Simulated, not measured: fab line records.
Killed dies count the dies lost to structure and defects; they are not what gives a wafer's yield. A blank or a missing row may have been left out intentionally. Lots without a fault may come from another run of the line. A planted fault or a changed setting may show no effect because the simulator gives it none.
Matching of chambers || flow gf180mcu || rieDiel-04 running GF_V3_ETCH_16: 4 sister chambers
The step etches BARC in N2/H2. 20 wafers are shown with their chamber, then 10 later ones without.

== EACH WAFER AND ITS CHAMBER ==
{"wafer": "L074.1", "chamber": 0, "drypumpMotorCurrentA (A)": 6.0, "oesProductAu (a.u.)": 0.847, "throttleValvePct (%)": 13.230}
{"wafer": "L074.2", "chamber": 2, "drypumpMotorCurrentA (A)": 5.1, "oesProductAu (a.u.)": 0.859, "throttleValvePct (%)": 13.232}
{"wafer": "L074.5", "chamber": 2, "drypumpMotorCurrentA (A)": 5.2, "oesProductAu (a.u.)": 0.856, "throttleValvePct (%)": 13.237}
{"wafer": "L077.1", "chamber": 2, "drypumpMotorCurrentA (A)": 5.2, "oesProductAu (a.u.)": 0.853, "throttleValvePct (%)": 13.211}
{"wafer": "L077.2", "chamber": 3, "drypumpMotorCurrentA (A)": 5.4, "oesProductAu (a.u.)": 0.854, "throttleValvePct (%)": 13.226}
{"wafer": "L077.4", "chamber": 0, "drypumpMotorCurrentA (A)": 6.0, "oesProductAu (a.u.)": 0.851, "throttleValvePct (%)": 13.232}
{"wafer": "L080.1", "chamber": 0, "drypumpMotorCurrentA (A)": 6.0, "oesProductAu (a.u.)": 0.855, "throttleValvePct (%)": 13.226}
{"wafer": "L080.2", "chamber": 3, "drypumpMotorCurrentA (A)": 5.4, "oesProductAu (a.u.)": 0.848, "throttleValvePct (%)": 13.202}
{"wafer": "L080.5", "chamber": 1, "drypumpMotorCurrentA (A)": 6.0, "oesProductAu (a.u.)": 0.851, "throttleValvePct (%)": 13.235}
{"wafer": "L081.1", "chamber": 3, "drypumpMotorCurrentA (A)": 5.4, "oesProductAu (a.u.)": 0.853, "throttleValvePct (%)": 13.221}
{"wafer": "L081.3", "chamber": 0, "drypumpMotorCurrentA (A)": 6.0, "oesProductAu (a.u.)": 0.855, "throttleValvePct (%)": 13.226}
{"wafer": "L081.5", "chamber": 1, "drypumpMotorCurrentA (A)": 6.0, "oesProductAu (a.u.)": 0.857, "throttleValvePct (%)": 13.225}
{"wafer": "L082.1", "chamber": 0, "drypumpMotorCurrentA (A)": 6.0, "oesProductAu (a.u.)": 0.860, "throttleValvePct (%)": 13.229}
{"wafer": "L082.3", "chamber": 3, "drypumpMotorCurrentA (A)": 5.4, "oesProductAu (a.u.)": 0.855, "throttleValvePct (%)": 13.221}
{"wafer": "L082.5", "chamber": 3, "drypumpMotorCurrentA (A)": 5.4, "oesProductAu (a.u.)": 0.852, "throttleValvePct (%)": 13.220}
{"wafer": "L083.2", "chamber": 3, "drypumpMotorCurrentA (A)": 5.4, "oesProductAu (a.u.)": 0.855, "throttleValvePct (%)": 13.220}
{"wafer": "L083.3", "chamber": 0, "drypumpMotorCurrentA (A)": 6.0, "oesProductAu (a.u.)": 0.857, "throttleValvePct (%)": 13.224}
{"wafer": "L083.5", "chamber": 2, "drypumpMotorCurrentA (A)": 5.1, "oesProductAu (a.u.)": 0.861, "throttleValvePct (%)": 13.228}
{"wafer": "L085.1", "chamber": 0, "drypumpMotorCurrentA (A)": 6.0, "oesProductAu (a.u.)": 0.851, "throttleValvePct (%)": 13.215}
{"wafer": "L085.4", "chamber": 3, "drypumpMotorCurrentA (A)": 5.4, "oesProductAu (a.u.)": 0.860, "throttleValvePct (%)": 13.238}

SIGNATURES (means of the wafers above)
{"reading": "drypumpMotorCurrentA", "chamber 0": 6.000, "chamber 1": 6.000, "chamber 2": 5.150, "chamber 3": 5.400, "scatter within a chamber": 0.025}
{"reading": "oesProductAu", "chamber 0": 0.85371, "chamber 1": 0.85400, "chamber 2": 0.85725, "chamber 3": 0.85386, "scatter within a chamber": 0.00393}
{"reading": "throttleValvePct", "chamber 0": 13.22600, "chamber 1": 13.23000, "chamber 2": 13.22700, "chamber 3": 13.22114, "scatter within a chamber": 0.009}
Rule: a wafer lies at a distance from a chamber equal to the root of the sum of squares, over the readings, of (its reading less the chamber's mean, divided by the reading's scatter). If the next closest chamber is less than 2 further off than the closest, the wafer can't be placed; otherwise it belongs to the closest. The scatter is the square root of a quotient: the sum, over the shown wafers, of each reading's squared deviation from its chamber's mean, divided by wafers minus chambers.

== WAFERS MISSING THEIR CHAMBER ==
{"wafer": "L085.6", "drypumpMotorCurrentA (A)": 5.1, "oesProductAu (a.u.)": 0.855, "throttleValvePct (%)": 13.217}
{"wafer": "L094.2", "drypumpMotorCurrentA (A)": 5.2, "oesProductAu (a.u.)": 0.858, "throttleValvePct (%)": 13.228}
{"wafer": "L094.4", "drypumpMotorCurrentA (A)": 6.0, "oesProductAu (a.u.)": 0.853, "throttleValvePct (%)": 13.239}
{"wafer": "L094.5", "drypumpMotorCurrentA (A)": 5.4, "oesProductAu (a.u.)": 0.846, "throttleValvePct (%)": 13.225}
{"wafer": "L095.1", "drypumpMotorCurrentA (A)": 6.1, "oesProductAu (a.u.)": 0.852, "throttleValvePct (%)": 13.223}
{"wafer": "L095.2", "drypumpMotorCurrentA (A)": 5.1, "oesProductAu (a.u.)": 0.862, "throttleValvePct (%)": 13.218}
{"wafer": "L095.4", "drypumpMotorCurrentA (A)": 6.0, "oesProductAu (a.u.)": 0.848, "throttleValvePct (%)": 13.220}
{"wafer": "L097.1", "drypumpMotorCurrentA (A)": 6.0, "oesProductAu (a.u.)": 0.855, "throttleValvePct (%)": 13.214}
{"wafer": "L097.4", "drypumpMotorCurrentA (A)": 5.2, "oesProductAu (a.u.)": 0.855, "throttleValvePct (%)": 13.222}
{"wafer": "L097.6", "drypumpMotorCurrentA (A)": 5.4, "oesProductAu (a.u.)": 0.853, "throttleValvePct (%)": 13.224}

== WHICH CHAMBER EACH ONE RAN IN ==
{"wafer": "L085.6", "from the rows above": 2, "in truth": 2}
{"wafer": "L094.2", "from the rows above": 2, "in truth": 2}
{"wafer": "L094.4", "from the rows above": "can't be placed: 1 or 0", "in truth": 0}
{"wafer": "L094.5", "from the rows above": 3, "in truth": 3}
{"wafer": "L095.1", "from the rows above": "can't be placed: 0 or 1", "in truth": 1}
{"wafer": "L095.2", "from the rows above": 2, "in truth": 2}
{"wafer": "L095.4", "from the rows above": "can't be placed: 0 or 1", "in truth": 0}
{"wafer": "L097.1", "from the rows above": "can't be placed: 0 or 1", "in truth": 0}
{"wafer": "L097.4", "from the rows above": 2, "in truth": 2}
{"wafer": "L097.6", "from the rows above": 3, "in truth": 3}
Correct placement for 6 of the 10. Not placeable from these rows: 4 (in 4, the candidates include the true chamber). Wrongly placed: 0.
